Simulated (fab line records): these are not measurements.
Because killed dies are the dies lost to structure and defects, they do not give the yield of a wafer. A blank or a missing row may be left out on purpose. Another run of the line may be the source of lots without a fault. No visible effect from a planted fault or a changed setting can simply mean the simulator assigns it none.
The tool behind it: which one? ; flow gf180mcu ; at 1 step of a route of 602, 7 lots with 21 wafers sampled

## WHAT EACH GAUGE READ, for each wafer
GF_HV_LDD_OVL_MEAS_32.
lot;measured;on;HV_LDD_02_OVL (nm)
L713;day 12 10:58;overlay-02;-1.9 -1.3 -1.6
L721;day 14 21:05;overlay-02;1.0 2.1 -0.4
L725;day 15 16:40;overlay-01;2.8 1.4 2.9
L728;day 16 15:01;overlay-01;0.4 -0.2 0.8
L731;day 17 16:39;overlay-02;0.9 -0.6 -0.2
L733;day 18 13:02;overlay-01;1.9 1.9 -2.2
L735;day 18 22:14;overlay-01;1.6 0.9 0.2

## WHICH TOOL RAN EACH LOT (tool, then ch and the chambers of the sampled wafers, then the start)
Record: no process step prior to these readings.

## THE ANSWER, worked out from the rows above alone
Rule: the lots themselves supply what counts as usual. Put in order of their means at a reading, lots are off if they are a third of the lots or fewer, leave a main group of 4 or more, and stand apart from it by a gap of 3 or more times the standard deviation of the main group's means; of several such gaps the widest counts. A main group is skipped when, at the precision printed for the reading in the tables above, its means are all equal. A lot without any number at a reading at which 4 lots or more have one is off too. Any other lot the step has rows for is counted as sound.
No lot is off on any of the readings shown, so nothing can be concluded from this.

## WHAT WAS PUT IN BY THE SIMULATOR
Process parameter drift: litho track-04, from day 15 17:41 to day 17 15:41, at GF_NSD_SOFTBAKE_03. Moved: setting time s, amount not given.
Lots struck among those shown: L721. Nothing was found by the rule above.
